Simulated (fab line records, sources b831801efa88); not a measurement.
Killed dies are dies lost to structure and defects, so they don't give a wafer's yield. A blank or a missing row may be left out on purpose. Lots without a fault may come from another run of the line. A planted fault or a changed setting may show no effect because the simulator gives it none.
Which tool did it? | flow gf180mcu | 6 lots, 17 wafers sampled, at 1 step of a route of 602

WHAT THE GAUGES READ, wafer by wafer
GF_V4_CD_MEAS_14: target cd 260 nm.
lot  | measured     | on        | cd_nm (nm)
L846 | day 24 23:50 | cd_sem-01 | 259.4 259.7 259.7
L852 | day 26 22:28 | cd_sem-02 | 259.3 259.7
L860 | day 29 05:27 | cd_sem-01 | 259.9 260.3 261.2
L862 | day 29 18:01 | cd_sem-01 | 258.6 258.8 258.7
L864 | day 30 11:57 | cd_sem-01 | 259.4 261.0 258.4
L867 | day 31 00:22 | cd_sem-01 | 260.9 260.4 261.5

WHICH TOOL RAN EACH LOT (tool, then ch and the chambers of the sampled wafers, then the start)
The record holds no process step before these readings.

THE ANSWER, worked out from the rows above alone
Rule: what is usual is taken from the lots themselves. Put in order of their means at a reading, lots are off if they are a third of the lots or fewer, leave a main group of 4 or more, and stand apart from it by a gap of 3 or more times the standard deviation of the main group's means; of several such gaps the widest counts. A main group whose means are all the same, to the digits that the tables above print for the reading, isn't used. A lot without any number at a reading at which 4 lots or more have one is off too. The other lots that the step has rows for count as sound.
No lot is off at any reading shown: from this, nothing can be told.

WHAT THE SIMULATOR HAD PUT IN
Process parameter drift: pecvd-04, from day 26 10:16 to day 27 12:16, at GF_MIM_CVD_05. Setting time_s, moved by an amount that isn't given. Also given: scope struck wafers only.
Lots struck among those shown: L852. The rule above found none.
